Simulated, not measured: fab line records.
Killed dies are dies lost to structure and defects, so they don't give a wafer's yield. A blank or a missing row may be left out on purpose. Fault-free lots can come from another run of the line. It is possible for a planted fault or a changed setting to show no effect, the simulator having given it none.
fab line records	flow sky130
[record] lots = 12	wafers = 36	lastDay = 50
route steps=708 shown SD_P@330 SD_N@353 LI_CONTACT@375 PAD_OPEN@708
lots untouched by any fault: they come from a run of this same line in which no faults occurred
startH: hours from the record's first day to the start of the lot's first wafer shown	waitH: hours from the lot's prior step to this one	" same as the row above	L1.1+2: one row covering several wafers at once	- no value present, or no start provided	* or withheld: withheld	< > ~ a bound
route shown NAME@n: NAME is a module with steps in the file, n the number in the route of the first one	usual: mean and standard deviation over wafers with no fault	same: alike in all rows	chamber/n: place in a boat	sites: each site's reading	_std_site: standard deviation of those values	_edge_site: mean of outer sites minus mean of inner sites	radiusMm: for every site, how far away it sits from the centre of the wafer	mask NAME#n: copy n	behind: tool/chamber where the wafer was last shaped	hold: cause of the lot's hold/its duration in hours/its outcome	device: whichever transistor did not switch (one of n, p or np)	end of line: the tests these same wafers got at the end of their route	step lacking rows: just its recipe	killed: dies that structure and defects cost at the first sort, which is not the same as the wafer's yield	map: dies across one wafer; x = killed, . = not, _ = none there
set.NAME: setting as actually run; set.NAME@STEP: the setting as run at that earlier step	model.NAME: the simulator's own value behind a step, which no gauge read
one table for each step of the route and one row for each wafer, over a sample of lots
services: when a tool's chamber went out of use (startH, in hours from the record's first day, below 0 if earlier), for how many hours, and the reason
[[steps]]
[step SKY_SD_P_STRIP_10]
[recipe] chemistry = O2/N2	powerW = 1400	pressureMtorr = 1500	platenTempC = withheld	o2FlowSccm = 3000	n2FlowSccm = 300	overashFraction = 0.5
[usual] drypumpMotorCurrentA = 5.7/0.4	o2FlowSccm = 3000/9.1	oesProductAu = 0.618/0.0046	stripTimeToEndpointS = 17.49/0.04
lot.wafer	tool	chamber	startH	waitH	drypumpMotorCurrentA	o2FlowSccm	oesProductAu	rfHoursCounterH	stripTimeToEndpointS
L475.2	plasmaAsher-01	1	583.64	0.1	5.5	2998	0.622	75	17.51
L475.4	"	1	"	"	5.5	3010	0.626	-	17.55
L475.5	"	0	"	"	6.4	2985	0.620	-	17.53
L477.3	plasmaAsher-02	1	609.30	0.1	5.4	2997	0.616	-	17.54
L477.4	"	0	"	"	5.5	2993	0.615	-	17.48
L477.5	"	0	"	"	5.6	2998	0.612	-	17.53
L478.1	plasmaAsher-02	1	619.41	0.1	5.5	3001	0.615	47	17.52
L478.4	"	1	"	"	5.5	2999	0.614	-	17.54
L478.5	"	1	"	"	5.5	3001	0.614	-	17.52
L479.4	plasmaAsher-02	0	635.64	0.1	5.6	2989	0.614	-	17.43
L479.5	"	0	"	"	5.6	2992	0.624	-	17.44
L479.6	"	1	"	"	5.5	2978	0.614	-	17.45
L484.4	plasmaAsher-01	0	671.55	0.1	6.4	2988	0.617	-	17.46
L484.5	"	0	"	"	6.4	2992	0.616	-	17.48
L484.6	"	1	"	"	5.6	2997	0.626	-	17.50
L486.2	plasmaAsher-01	1	690.46	0.1	5.6	3010	0.620	85	17.47
L486.3	"	0	"	"	6.4	3001	0.622	-	17.48
L486.6	"	0	"	"	6.4	3003	0.618	-	17.47
L490.3	plasmaAsher-01	0	718.47	0.1	6.3	2993	0.619	-	17.50
L490.5	"	0	"	"	6.4	3005	0.608	-	17.48
L490.6	"	1	"	"	5.5	2996	0.609	-	17.50
L492.2	plasmaAsher-01	1	728.66	0.1	5.5	3012	0.626	90	17.43
L492.3	"	0	"	"	6.4	3009	0.611	-	17.41
L492.6	"	1	"	"	5.6	2987	0.613	-	17.40
L494.1	plasmaAsher-01	1	747.36	0.1	5.5	2993	0.621	92	17.50
L494.3	"	1	"	"	5.6	2995	0.616	-	17.48
L494.5	"	1	"	"	5.6	2989	0.623	-	17.51
L495.1	plasmaAsher-01	0	753.44	0.1	6.4	3018	0.612	92	17.51
L495.4	"	1	"	"	5.5	2991	0.617	-	17.55
L495.6	"	0	"	"	6.4	2990	0.619	-	17.54
L496.2	plasmaAsher-01	1	762.59	0.1	5.6	2996	0.618	93	17.58
L496.3	"	1	"	"	5.6	2990	0.622	-	17.55
L496.6	"	0	"	"	6.4	2998	0.621	-	17.53
L498.4	plasmaAsher-02	0	773.95	0.1	5.5	3000	0.618	-	17.49
L498.5	"	0	"	"	5.5	3011	0.617	-	17.55
L498.6	"	1	"	"	5.5	3016	0.618	-	17.49
[step SKY_SD_N_STRIP_11]
[recipe] chemistry = O2/N2	powerW = 1400	pressureMtorr = 1500	platenTempC = withheld	o2FlowSccm = 3000	n2FlowSccm = 300	overashFraction = 0.5
[usual] drypumpMotorCurrentA = 5.63/0.28	o2FlowSccm = 2999/8.4	oesProductAu = 0.527/0.0039	stripTimeToEndpointS = 22.55/0.042
lot.wafer	tool	chamber	startH	waitH	drypumpMotorCurrentA	o2FlowSccm	oesProductAu	rfHoursCounterH	stripTimeToEndpointS
L475.2	plasmaAsher-04	1	642.36	0.1	5.92	2994	0.532	21	22.61
L475.4	"	0	"	"	5.62	3020	0.522	-	22.62
L475.5	"	1	"	"	5.92	2979	0.525	-	22.59
L477.3	plasmaAsher-04	0	668.25	0.1	5.66	3002	0.524	-	22.57
L477.4	"	1	"	"	5.90	3005	0.526	-	22.52
L477.5	"	0	"	"	5.63	3002	0.528	-	22.53
L478.1	plasmaAsher-02	1	678.19	0.1	5.45	3008	0.522	53	22.54
L478.4	"	0	"	"	5.54	2984	0.525	-	22.53
L478.5	"	0	"	"	5.55	2998	0.521	-	22.47
L479.4	plasmaAsher-02	1	693.00	0.1	5.44	2994	0.529	-	22.53
L479.5	"	1	"	"	5.47	2994	0.523	-	22.53
L479.6	"	0	"	"	5.57	2999	0.525	-	22.56
L484.4	plasmaAsher-02	0	727.87	0.1	5.55	2999	0.526	-	22.61
L484.5	"	0	"	"	5.58	2986	0.521	-	22.58
L484.6	"	1	"	"	5.44	2992	0.528	-	22.60
L486.2	plasmaAsher-02	1	746.09	0.1	5.43	3593	0.524	59	22.23
L486.3	"	0	"	"	5.56	3005	0.525	-	22.49
L486.6	"	0	"	"	5.53	3001	0.525	-	22.48
L490.3	plasmaAsher-02	0	772.25	0.1	5.53	3010	0.529	-	22.54
L490.5	"	0	"	"	5.52	2984	0.532	-	22.55
L490.6	"	1	"	"	5.48	3587	0.536	-	22.31
L492.2	plasmaAsher-04	0	782.41	0.1	5.62	3002	0.523	35	22.57
L492.3	"	1	"	"	5.93	2994	0.524	-	22.57
L492.6	"	1	"	"	5.95	2991	0.518	-	22.57
L494.1	plasmaAsher-04	0	800.36	0.1	5.64	3010	0.526	37	22.60
L494.3	"	1	"	"	5.95	2988	0.528	-	22.64
L494.5	"	0	"	"	5.59	3004	0.533	-	22.62
L495.1	plasmaAsher-03	0	807.46	0.1	5.15	2996	0.531	6	22.61
L495.4	"	1	"	"	6.02	2997	0.526	-	22.57
L495.6	"	1	"	"	6.00	2992	0.522	-	22.56
L496.2	plasmaAsher-04	1	816.46	0.1	5.90	2986	0.521	38	22.56
L496.3	"	1	"	"	5.90	3013	0.525	-	22.57
L496.6	"	1	"	"	5.90	2998	0.524	-	22.49
L498.4	plasmaAsher-03	1	826.52	0.1	5.96	3002	0.527	-	22.50
L498.5	"	1	"	"	5.95	3008	0.532	-	22.54
L498.6	"	0	"	"	5.12	2995	0.529	-	22.51
[step SKY_SD_N_RTA_14]
[recipe] tempC = 1075	timeS = 2	idleTempC = 650	rampUpCPerS = 150	rampDownCPerS = 90	ambient = N2
[usual] lampPowerPct = 15.74/0.052	wafer_temp_C_max = 1078.3/1.4
lot.wafer	tool	chamber	startH	waitH	lampPowerPct	wafer_temp_C_max
L475.2	rtpAnneal-02	0	642.58	0.0	15.58	1077.9
L475.4	"	0	"	"	15.74	1077.8
L475.5	"	0	"	"	15.73	1078.7
L477.3	rtpAnneal-02	0	668.44	0.0	15.71	1075.9
L477.4	"	0	"	"	15.76	1076.8
L477.5	"	0	"	"	15.83	1077.6
L478.1	rtpAnneal-01	0	678.40	0.0	15.75	1078.3
L478.4	"	0	"	"	15.76	1077.4
L478.5	"	0	"	"	15.59	1076.9
L479.4	rtpAnneal-02	0	693.20	0.0	15.73	1079.4
L479.5	"	0	"	"	15.74	1081.0
L479.6	"	0	"	"	15.71	1080.5
L484.4	rtpAnneal-01	0	728.07	0.0	15.75	1078.3
L484.5	"	0	"	"	15.80	1077.5
L484.6	"	0	"	"	15.77	1078.6
L486.2	rtpAnneal-01	0	746.30	0.0	15.77	1079.0
L486.3	"	0	"	"	15.81	1077.9
L486.6	"	0	"	"	15.79	1078.3
L490.3	rtpAnneal-01	0	772.44	0.0	15.76	1081.0
L490.5	"	0	"	"	15.65	1078.3
L490.6	"	0	"	"	15.70	1078.9
L492.2	rtpAnneal-01	0	782.64	0.0	15.74	1080.8
L492.3	"	0	"	"	15.78	1077.7
L492.6	"	0	"	"	15.78	1077.5
L494.1	rtpAnneal-01	0	800.57	0.0	15.78	1079.2
L494.3	"	0	"	"	15.68	1077.7
L494.5	"	0	"	"	15.69	1078.4
L495.1	rtpAnneal-02	0	807.67	0.0	15.69	1080.4
L495.4	"	0	"	"	15.73	1079.1
L495.6	"	0	"	"	15.65	1075.7
L496.2	rtpAnneal-01	0	816.68	0.0	15.73	1076.2
L496.3	"	0	"	"	15.76	1079.2
L496.6	"	0	"	"	15.73	1078.4
L498.4	rtpAnneal-01	0	826.73	0.0	15.73	1076.7
L498.5	"	0	"	"	15.77	1079.3
L498.6	"	0	"	"	15.68	1078.8
[step SKY_LI_CONTACT_OVL_MEAS_13]
[usual] LI_CONTACT_OVL = 1/6
lot.wafer	tool	chamber	startH	waitH	LI_CONTACT_OVL[nm]
L475.2	overlay-01	-	673.01	0.1	-5
L475.4	"	-	"	"	-3
L475.5	"	-	"	"	-1
L477.3	overlay-02	-	697.46	0.1	-5
L477.4	"	-	"	"	-6
L477.5	"	-	"	"	-2
L478.1	overlay-02	-	707.07	0.1	-5
L478.4	"	-	"	"	4
L478.5	"	-	"	"	0
L479.4	overlay-01	-	722.32	0.1	1
L479.5	"	-	"	"	-4
L479.6	"	-	"	"	2
L484.4	overlay-02	-	756.59	0.1	-1
L484.5	"	-	"	"	-4
L484.6	"	-	"	"	0
L486.2	overlay-02	-	773.86	0.1	-4
L486.3	"	-	"	"	-4
L486.6	"	-	"	"	-2
L490.3	overlay-01	-	799.38	0.1	-4
L490.5	"	-	"	"	-7
L490.6	"	-	"	"	-5
L492.2	overlay-02	-	810.98	0.1	-5
L492.3	"	-	"	"	-7
L492.6	"	-	"	"	-7
L494.1	overlay-02	-	827.93	0.1	-8
L494.3	"	-	"	"	-10
L494.5	"	-	"	"	-10
L495.1	overlay-01	-	835.60	0.1	4
L495.4	"	-	"	"	10
L495.6	"	-	"	"	4
L496.2	overlay-02	-	844.63	0.1	0
L496.3	"	-	"	"	4
L496.6	"	-	"	"	6
L498.4	overlay-02	-	853.75	0.1	-7
L498.5	"	-	"	"	4
L498.6	"	-	"	"	3
[step SKY_PAD_OPEN_PROBE_99]
[usual] killed_at_M0_to_M3 = 43/7.9	killed_at_M4_up = 2.9/1.8	killedAtContacts = 24/5.5	killedAtFrontEnd = 15/4.2	killedAtOther = 0.2/0.46	killedDies = 86/11	killedOpen = 47/8.1	killedShort = 39/6.4
[same] grossDies = 492	killedAtBackSide = 0
lot.wafer	tool	chamber	startH	waitH	killed_at_M0_to_M3	killed_at_M4_up	killedAtContacts	killedAtFrontEnd	killedAtOther	killedDies	killedOpen	killedShort
L475.2	prober-01	-	1078.05	0.1	28	4	22	11	0	65	36	29
L475.4	prober-01	-	1078.15	0.2	48	3	30	18	0	99	56	43
L475.5	prober-01	-	1078.20	0.2	44	6	24	11	0	85	41	44
L477.3	prober-01	-	1092.94	0.2	41	3	35	19	0	98	51	47
L477.4	prober-01	-	1092.99	0.2	48	2	20	21	0	91	54	37
L477.5	prober-01	-	1093.04	0.2	31	3	31	14	0	79	41	38
L478.1	prober-02	-	1100.20	0.1	48	3	27	19	1	98	57	41
L478.4	prober-02	-	1100.35	0.2	45	3	19	11	0	78	42	36
L478.5	prober-02	-	1100.40	0.2	50	4	22	18	0	94	52	42
L479.4	prober-01	-	1111.31	0.2	47	1	19	16	1	84	47	37
L479.5	prober-01	-	1111.36	0.2	34	2	28	22	0	86	49	37
L479.6	prober-01	-	1111.41	0.2	35	4	37	12	1	89	47	42
L484.4	prober-02	-	1135.56	0.2	49	2	16	13	1	81	40	41
L484.5	prober-02	-	1135.61	0.2	33	3	23	9	0	68	39	29
L484.6	prober-02	-	1135.66	0.2	60	2	28	13	0	103	54	49
L486.2	prober-02	-	1149.73	0.1	45	4	21	13	0	83	35	48
L486.3	prober-02	-	1149.78	0.2	49	4	17	22	0	92	55	37
L486.6	prober-02	-	1149.93	0.2	32	1	21	15	0	69	33	36
L490.3	prober-02	-	1168.98	0.2	51	3	27	20	0	101	58	43
L490.5	prober-02	-	1169.08	0.2	48	1	22	16	0	87	52	35
L490.6	prober-02	-	1169.13	0.2	51	1	14	14	0	80	45	35
L492.2	prober-02	-	1177.13	0.1	37	4	27	19	0	87	46	41
L492.3	prober-02	-	1177.18	0.2	39	3	27	18	0	87	47	40
L492.6	prober-02	-	1177.33	0.2	50	4	19	14	0	87	44	43
L494.1	prober-02	-	1185.08	0.1	54	2	25	19	0	100	46	54
L494.3	prober-02	-	1185.18	0.2	34	6	23	23	0	86	37	49
L494.5	prober-02	-	1185.28	0.2	43	1	21	14	0	79	44	35
L495.1	prober-01	-	1189.01	0.1	44	3	31	18	0	96	51	45
L495.4	prober-01	-	1189.16	0.2	48	4	21	14	0	87	38	49
L495.6	prober-01	-	1189.26	0.2	67	2	27	11	0	107	61	46
L496.2	prober-02	-	1195.08	0.1	39	4	27	7	0	77	40	37
L496.3	prober-02	-	1195.13	0.2	35	5	12	19	0	71	39	32
L496.6	prober-02	-	1195.28	0.2	41	5	29	20	1	96	54	42
L498.4	prober-02	-	1200.81	0.2	41	2	22	16	1	82	38	44
L498.5	prober-02	-	1200.86	0.2	41	1	24	10	0	76	46	30
L498.6	prober-02	-	1200.91	0.2	30	4	23	21	0	78	40	38
// killed by level:class
L475.2 CONTACT:geometricParticle:open=9 VIA1:geometricParticle:open=7 CONTACT:geometricParticle:short=5 LI_CONTACT:geometricParticle:open=4 METAL1:geometricParticle:open=4 VIA1:geometricParticle:short=4 METAL4:geometricParticle:short=4 VIA2:geometricParticle:short=3
L475.4 VIA1:geometricParticle:open=14 CONTACT:geometricParticle:open=12 LI_CONTACT:geometricParticle:open=7 VIA3:geometricParticle:open=7 POLY_GATE:geometricParticle:open=6 LI_CONTACT:geometricParticle:short=5 VIA2:geometricParticle:open=5 VIA1:geometricParticle:short=5
L475.5 VIA1:geometricParticle:open=11 METAL2:geometricParticle:short=8 METAL1:geometricParticle:short=8 CONTACT:geometricParticle:open=7 VIA2:geometricParticle:open=7 LI_CONTACT:geometricParticle:open=5 CONTACT:geometricParticle:short=5 METAL4:geometricParticle:short=5
L477.3 VIA1:geometricParticle:open=18 CONTACT:geometricParticle:open=10 CONTACT:geometricParticle:short=9 POLY_GATE:geometricParticle:short=7 METAL1:geometricParticle:short=7 LOCAL_INTERCONNECT:geometricParticle:short=6 FIELD_ISO:geometricParticle:short=5 LI_CONTACT:geometricParticle:open=5
L477.4 VIA1:geometricParticle:open=15 CONTACT:geometricParticle:open=8 VIA2:geometricParticle:open=6 FIELD_ISO:geometricParticle:open=5 METAL1:geometricParticle:short=5 VIA3:geometricParticle:open=5 FIELD_ISO:geometricParticle:short=4 LI_CONTACT:geometricParticle:open=4
L477.5 CONTACT:geometricParticle:open=9 VIA3:geometricParticle:open=8 LI_CONTACT:geometricParticle:open=7 VIA1:geometricParticle:open=6 CONTACT:geometricParticle:short=5 POLY_GATE:geometricParticle:short=5 LI_CONTACT:geometricParticle:short=4 LOCAL_INTERCONNECT:geometricParticle:short=4
L478.1 VIA2:geometricParticle:open=14 VIA1:geometricParticle:open=12 CONTACT:geometricParticle:open=9 LI_CONTACT:geometricParticle:open=8 FIELD_ISO:geometricParticle:short=7 VIA1:geometricParticle:short=5 VIA3:geometricParticle:open=4 LI_CONTACT:geometricParticle:short=4
L478.4 VIA1:geometricParticle:open=18 CONTACT:geometricParticle:short=7 CONTACT:geometricParticle:open=7 METAL3:geometricParticle:short=7 METAL2:geometricParticle:short=6 METAL1:geometricParticle:short=4 VIA2:geometricParticle:open=4 FIELD_ISO:geometricParticle:open=3
L478.5 VIA2:geometricParticle:open=13 VIA1:geometricParticle:open=8 FIELD_ISO:geometricParticle:short=7 CONTACT:geometricParticle:open=7 VIA1:geometricParticle:short=6 FIELD_ISO:geometricParticle:open=5 CONTACT:geometricParticle:short=5 METAL1:geometricParticle:short=5
L479.4 VIA1:geometricParticle:open=13 CONTACT:geometricParticle:open=8 METAL2:geometricParticle:short=7 FIELD_ISO:geometricParticle:short=6 VIA2:geometricParticle:open=6 VIA1:geometricParticle:short=5 POLY_GATE:geometricParticle:open=4 LI_CONTACT:geometricParticle:open=4
L479.5 LI_CONTACT:geometricParticle:open=9 CONTACT:geometricParticle:open=9 FIELD_ISO:geometricParticle:open=7 VIA3:geometricParticle:open=6 METAL1:geometricParticle:short=6 METAL2:geometricParticle:short=6 FIELD_ISO:geometricParticle:short=5 POLY_GATE:geometricParticle:open=5
L479.6 CONTACT:geometricParticle:open=11 LI_CONTACT:geometricParticle:open=10 VIA1:geometricParticle:open=10 VIA1:geometricParticle:short=9 CONTACT:geometricParticle:short=8 LOCAL_INTERCONNECT:geometricParticle:short=5 FIELD_ISO:geometricParticle:open=4 VIA2:geometricParticle:open=4
L484.4 METAL1:geometricParticle:short=10 VIA1:geometricParticle:open=7 VIA3:geometricParticle:open=7 LI_CONTACT:geometricParticle:open=6 FIELD_ISO:geometricParticle:short=5 VIA1:geometricParticle:short=5 VIA2:geometricParticle:open=5 CONTACT:geometricParticle:open=4
L484.5 METAL1:geometricParticle:short=8 CONTACT:geometricParticle:open=8 LI_CONTACT:geometricParticle:open=6 VIA1:geometricParticle:open=6 METAL2:geometricParticle:short=4 VIA1:geometricParticle:short=4 VIA2:geometricParticle:open=4 FIELD_ISO:geometricParticle:open=3
L484.6 METAL1:geometricParticle:short=13 CONTACT:geometricParticle:open=12 VIA1:geometricParticle:open=11 METAL2:geometricParticle:short=8 VIA2:geometricParticle:open=7 VIA3:geometricParticle:open=7 LI_CONTACT:geometricParticle:open=5 CONTACT:geometricParticle:short=5
L486.2 CONTACT:geometricParticle:open=7 VIA1:geometricParticle:open=7 METAL2:geometricParticle:short=7 VIA2:geometricParticle:open=7 LOCAL_INTERCONNECT:geometricParticle:short=6 VIA3:geometricParticle:short=5 FIELD_ISO:geometricParticle:short=4 FIELD_ISO:geometricParticle:open=4
L486.3 VIA1:geometricParticle:open=11 VIA3:geometricParticle:open=9 VIA2:geometricParticle:open=8 FIELD_ISO:geometricParticle:open=6 CONTACT:geometricParticle:open=6 FIELD_ISO:geometricParticle:short=5 VIA1:geometricParticle:short=5 LI_CONTACT:geometricParticle:open=4
L486.6 VIA1:geometricParticle:open=9 CONTACT:geometricParticle:open=8 CONTACT:geometricParticle:short=7 VIA1:geometricParticle:short=7 POLY_GATE:geometricParticle:short=5 METAL1:geometricParticle:short=4 VIA2:geometricParticle:open=4 FIELD_ISO:geometricParticle:open=3
L490.3 VIA1:geometricParticle:open=14 VIA2:geometricParticle:open=9 CONTACT:geometricParticle:open=8 LI_CONTACT:geometricParticle:open=8 FIELD_ISO:geometricParticle:short=7 VIA1:geometricParticle:short=7 VIA3:geometricParticle:open=6 FIELD_ISO:geometricParticle:open=5
L490.5 VIA1:geometricParticle:open=11 VIA2:geometricParticle:open=11 FIELD_ISO:geometricParticle:open=8 CONTACT:geometricParticle:open=7 METAL1:geometricParticle:short=7 CONTACT:geometricParticle:short=6 VIA3:geometricParticle:open=6 METAL2:geometricParticle:short=5
L490.6 VIA2:geometricParticle:open=12 VIA1:geometricParticle:open=11 METAL1:geometricParticle:short=7 LI_CONTACT:geometricParticle:open=6 CONTACT:geometricParticle:open=6 METAL2:geometricParticle:short=6 FIELD_ISO:geometricParticle:short=5 POLY_GATE:geometricParticle:short=3
L492.2 CONTACT:geometricParticle:open=11 VIA1:geometricParticle:open=9 VIA1:geometricParticle:short=8 POLY_GATE:geometricParticle:open=5 LI_CONTACT:geometricParticle:open=5 CONTACT:geometricParticle:short=5 METAL2:geometricParticle:short=5 VIA2:geometricParticle:open=5
L492.3 VIA1:geometricParticle:open=9 CONTACT:geometricParticle:open=9 VIA2:geometricParticle:open=7 LOCAL_INTERCONNECT:geometricParticle:short=7 VIA3:geometricParticle:open=6 LI_CONTACT:geometricParticle:open=5 VIA1:geometricParticle:short=5 POLY_GATE:geometricParticle:short=4
L492.6 VIA1:geometricParticle:open=13 METAL1:geometricParticle:short=8 VIA1:geometricParticle:short=8 LI_CONTACT:geometricParticle:open=6 CONTACT:geometricParticle:open=6 FIELD_ISO:geometricParticle:open=5 CONTACT:geometricParticle:short=5 FIELD_ISO:geometricParticle:short=4
L494.1 VIA1:geometricParticle:open=15 LOCAL_INTERCONNECT:geometricParticle:short=7 CONTACT:geometricParticle:open=7 METAL3:geometricParticle:short=7 FIELD_ISO:geometricParticle:open=6 VIA1:geometricParticle:short=6 CONTACT:geometricParticle:short=5 METAL2:geometricParticle:short=5
L494.3 POLY_GATE:geometricParticle:short=8 VIA1:geometricParticle:open=8 METAL2:geometricParticle:short=8 FIELD_ISO:geometricParticle:short=7 LI_CONTACT:geometricParticle:open=7 CONTACT:geometricParticle:open=7 VIA1:geometricParticle:short=4 METAL1:geometricParticle:short=4
L494.5 CONTACT:geometricParticle:open=9 METAL3:geometricParticle:short=7 METAL2:geometricParticle:short=7 FIELD_ISO:geometricParticle:open=6 VIA1:geometricParticle:short=6 VIA1:geometricParticle:open=6 VIA3:geometricParticle:open=6 LI_CONTACT:geometricParticle:open=4
L495.1 CONTACT:geometricParticle:open=14 METAL1:geometricParticle:short=8 VIA2:geometricParticle:open=8 CONTACT:geometricParticle:short=7 VIA1:geometricParticle:open=6 FIELD_ISO:geometricParticle:short=5 LI_CONTACT:geometricParticle:open=5 POLY_GATE:geometricParticle:short=4
L495.4 METAL1:geometricParticle:short=9 VIA2:geometricParticle:open=7 VIA1:geometricParticle:open=7 LI_CONTACT:geometricParticle:open=6 CONTACT:geometricParticle:open=6 METAL2:geometricParticle:short=6 FIELD_ISO:geometricParticle:short=4 FIELD_ISO:geometricParticle:open=4
L495.6 VIA2:geometricParticle:open=13 CONTACT:geometricParticle:open=12 VIA3:geometricParticle:open=12 METAL3:geometricParticle:short=9 METAL2:geometricParticle:short=7 LI_CONTACT:geometricParticle:open=6 VIA1:geometricParticle:open=6 VIA2:geometricParticle:short=5
L496.2 CONTACT:geometricParticle:open=9 METAL1:geometricParticle:short=8 VIA1:geometricParticle:open=8 LI_CONTACT:geometricParticle:open=7 VIA3:geometricParticle:open=7 CONTACT:geometricParticle:short=5 FIELD_ISO:geometricParticle:short=4 METAL2:geometricParticle:short=4
L496.3 VIA1:geometricParticle:open=10 CONTACT:geometricParticle:open=6 POLY_GATE:geometricParticle:short=5 VIA3:geometricParticle:open=5 CONTACT:geometricParticle:short=4 METAL2:geometricParticle:short=4 VIA2:geometricParticle:open=4 FIELD_ISO:geometricParticle:open=3
L496.6 LI_CONTACT:geometricParticle:open=12 VIA1:geometricParticle:open=10 CONTACT:geometricParticle:open=7 LOCAL_INTERCONNECT:geometricParticle:short=6 VIA1:geometricParticle:short=6 METAL1:geometricParticle:open=5 POLY_GATE:geometricParticle:open=5 POLY_GATE:geometricParticle:short=4
L498.4 VIA1:geometricParticle:open=10 CONTACT:geometricParticle:open=8 METAL1:geometricParticle:short=6 VIA1:geometricParticle:short=6 CONTACT:geometricParticle:short=5 FIELD_ISO:geometricParticle:open=4 FIELD_ISO:geometricParticle:short=4 LOCAL_INTERCONNECT:geometricParticle:short=4
L498.5 CONTACT:geometricParticle:open=11 VIA2:geometricParticle:open=7 VIA1:geometricParticle:open=7 VIA3:geometricParticle:open=6 VIA1:geometricParticle:short=5 LOCAL_INTERCONNECT:geometricParticle:short=5 FIELD_ISO:geometricParticle:open=4 POLY_GATE:geometricParticle:open=4
L498.6 CONTACT:geometricParticle:open=8 POLY_GATE:geometricParticle:short=7 FIELD_ISO:geometricParticle:open=6 LOCAL_INTERCONNECT:geometricParticle:short=6 VIA1:geometricParticle:open=6 LI_CONTACT:geometricParticle:open=5 METAL2:geometricParticle:short=5 METAL1:geometricParticle:short=4
[[services]]
tool	chamber	startH	hours	kind
plasmaAsher-02	-	624.06	1.2	repair
plasmaAsher-03	-	654.32	1.9	repair
plasmaAsher-04	-	699.34	7.2	repair
plasmaAsher-01	-	706.27	3.6	repair
plasmaAsher-02	-	709.55	15.6	pm
plasmaAsher-03	-	733.75	9.0	pm
plasmaAsher-03	0	733.75	9.0	ventCycle
plasmaAsher-03	1	733.75	9.0	ventCycle
plasmaAsher-03	0	742.75	-	clean
plasmaAsher-03	1	742.75	-	clean
plasmaAsher-02	-	804.10	0.6	repair
plasmaAsher-02	-	825.14	4.0	pm
[[key]]
[firstSign] step = SKY_SD_N_STRIP_11	reading = o2FlowSccm	direction = up	sigmas = 71	usual = 2999	struck = 3590
[effect] step = SKY_SD_N_STRIP_11	reading = stripTimeToEndpointS	direction = down	sigmas = 6.6	usual = *	struck = *
metAt SKY_SD_N_STRIP_11
struckLots L486,L490
struckWafers L486.2,L490.6
testerLeftOut L486,L490
notActingAt SKY_SD_P_STRIP_10,SKY_SD_N_RTA_14,SKY_LI_CONTACT_OVL_MEAS_13
onsetBetween 727.87 746.09
[fault] kind = processParameterDrift	tool = plasmaAsher-02	chamber = 1	onsetH = 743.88	steps = SKY_SD_N_STRIP_11	channel = o2FlowSccm	offset = 600	shape = step	endH = 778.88	actsIn = theseRecipesOnly	stated = 3000
// testerLeftOut: of these lots the tester's yield and bins aren't shown, on N5 and GAA mostly nor the transistor test; their killed dies are dies lost to structure and defects alone, not to doping, threshold or leakage, so they don't give the yield
